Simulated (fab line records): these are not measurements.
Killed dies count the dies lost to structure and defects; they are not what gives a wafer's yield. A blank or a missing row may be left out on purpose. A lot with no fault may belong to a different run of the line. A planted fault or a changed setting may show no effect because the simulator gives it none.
The tool behind it: which one? -- flow sky130 -- Sampling: 14 lots, 42 wafers, 2 of 708 route steps

## WHAT EACH GAUGE READ, for each wafer
The record lacks any reading of a measuring or inspecting step that a usual standard deviation could be used to judge.

## TOOL THAT RAN EACH LOT (tool first, then ch and the chambers of the sampled wafers, then the start)
lot,SKY_PASSIVATION_ETCH_11,SKY_PASSIVATION_STRIP_12
L561,"rieDiel-04 ch 2,3, day 46 01:22","plasmaAsher-03 ch 0,1, day 46 01:29"
L563,"rieDiel-01 ch 0,3, day 46 11:37","plasmaAsher-03 ch 0,1, day 46 11:44"
L564,"rieDiel-01 ch 0,2,3, day 46 17:01","plasmaAsher-04 ch 0,1, day 46 17:09"
L565,"rieDiel-03 ch 0,1, day 47 00:55","plasmaAsher-01 ch 0,1, day 47 01:02"
L566,"rieDiel-04 ch 1,2,3, day 47 02:08","plasmaAsher-04 ch 0,1, day 47 02:15"
L567,"rieDiel-03 ch 0,1,2, day 47 04:26","plasmaAsher-04 ch 0,1, day 47 04:33"
L568,"rieDiel-01 ch 0,1,3, day 47 15:40","plasmaAsher-04 ch 0,1, day 47 15:46"
L573,"rieDiel-04 ch 0,1,2, day 48 21:50","plasmaAsher-03 ch 0,1, day 48 21:59"
L576,"rieDiel-04 ch 0,2,3, day 49 13:31","plasmaAsher-04 ch 0,1, day 49 13:37"
L579,"rieDiel-01 ch 0,3, day 50 00:16","plasmaAsher-04 ch 0,1, day 50 00:22"
L580,"rieDiel-03 ch 1,2, day 50 09:37","plasmaAsher-03 ch 0,1, day 50 09:44"
L582,"rieDiel-03 ch 0,3, day 50 17:26","plasmaAsher-04 ch 0,1, day 50 17:33"
L583,"rieDiel-03 ch 1,2,3, day 50 18:47","plasmaAsher-04 ch 0,1, day 50 18:56"
L584,"rieDiel-01 ch 1,2,3, day 51 02:34","plasmaAsher-04 ch 0,1, day 51 02:40"
- SKY_PASSIVATION_ETCH_11: etches the open film in CF4/O2, stops on AlCu, target depth 725 nm, time 161.1 s.
- SKY_PASSIVATION_STRIP_12: strips in O2/N2.

## WHAT THE TOOLS THEMSELVES READ (means of the sampled wafers that have a number; where no wafer has one, the mark that the record gives instead)
SKY_PASSIVATION_ETCH_11.
lot,tool,O2_flow_sccm (sccm),drypumpMotorCurrentA (A),oesProductAu (a.u.),throttleValvePct (%)
L561,rieDiel-04,9.99,6.6,0.981,5.966
L563,rieDiel-01,9.96,5.7,0.984,5.967
L564,rieDiel-01,9.98,5.9,0.975,5.966
L565,rieDiel-03,9.96,6.4,0.977,5.975
L566,rieDiel-04,9.97,6.4,0.973,5.972
L567,rieDiel-03,10.00,6.3,0.984,5.965
L568,rieDiel-01,10.00,5.8,0.976,5.968
L573,rieDiel-04,10.02,5.8,0.938,5.949
L576,rieDiel-04,10.00,6.1,0.939,5.951
L579,rieDiel-01,10.00,5.7,0.985,5.971
L580,rieDiel-03,9.98,6.0,0.976,5.964
L582,rieDiel-03,9.98,6.1,0.973,5.968
L583,rieDiel-03,10.01,5.7,0.983,5.968
L584,rieDiel-01,10.03,6.0,0.980,5.968

SKY_PASSIVATION_STRIP_12.
lot,tool,drypumpMotorCurrentA (A),oesProductAu (a.u.),stripTimeToEndpointS (s)
L561,plasmaAsher-03,5.4,0.664,31.32
L563,plasmaAsher-03,5.4,0.657,31.42
L564,plasmaAsher-04,5.5,0.658,31.70
L565,plasmaAsher-01,5.4,0.665,31.65
L566,plasmaAsher-04,5.5,0.661,31.40
L567,plasmaAsher-04,5.8,0.663,31.53
L568,plasmaAsher-04,5.5,0.663,31.51
L573,plasmaAsher-03,5.3,0.664,32.00
L576,plasmaAsher-04,5.5,0.656,32.05
L579,plasmaAsher-04,5.8,0.660,31.44
L580,plasmaAsher-03,5.3,0.657,31.60
L582,plasmaAsher-04,5.5,0.664,31.60
L583,plasmaAsher-04,5.5,0.659,31.61
L584,plasmaAsher-04,5.8,0.663,31.57

## THE ANSWER, worked out from the rows above alone
Rule: what is usual is taken from the lots themselves. The widest of any qualifying gaps counts: lots, ordered by their means at a reading, are off when they make up no more than a third of the lots, leave a main group of 4 or more, and stand apart from it by 3 or more times the standard deviation of that group's means. If all means in a main group match to the digits the tables above print for the reading, that group is not used. A lot without any number at a reading at which 4 lots or more have one is off too. Where the step has rows for the other lots, those lots are counted as sound. After the gauges, taken in route order, come the tools' own readings; for these a lot's mean is taken, as printed above. At the first step where some lot is off, the reading lying furthest off is the one used; lots without a number count as furthest.
Off, at SKY_PASSIVATION_ETCH_11 on oesProductAu: L573, L576. The main group: mean 0.979 a.u., standard deviation 0.0043.
If a tool, at that step or one of the process steps before it, ran each lot that is off and ran no sound lot following the first of them, it fits. One fits: SKY_PASSIVATION_ETCH_11 on rieDiel-04. Its last sound lot is L566 (day 47 02:08), its first lot that is off L573 (day 48 21:50): a fault that began between those two fits.
The tool's own readings at SKY_PASSIVATION_ETCH_11 bear it out: on the lots that are off they differ by more than 5 times the standard deviation of the sound lots' means. oesProductAu reads 0.938 a.u. there against 0.979 a.u. on the sound lots; throttleValvePct reads 5.950 % there against 5.968 % on the sound lots.

## WHAT WAS PUT IN BY THE SIMULATOR
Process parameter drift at SKY_PASSIVATION_ETCH_11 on rieDiel-04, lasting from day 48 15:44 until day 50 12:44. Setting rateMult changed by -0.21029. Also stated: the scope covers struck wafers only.
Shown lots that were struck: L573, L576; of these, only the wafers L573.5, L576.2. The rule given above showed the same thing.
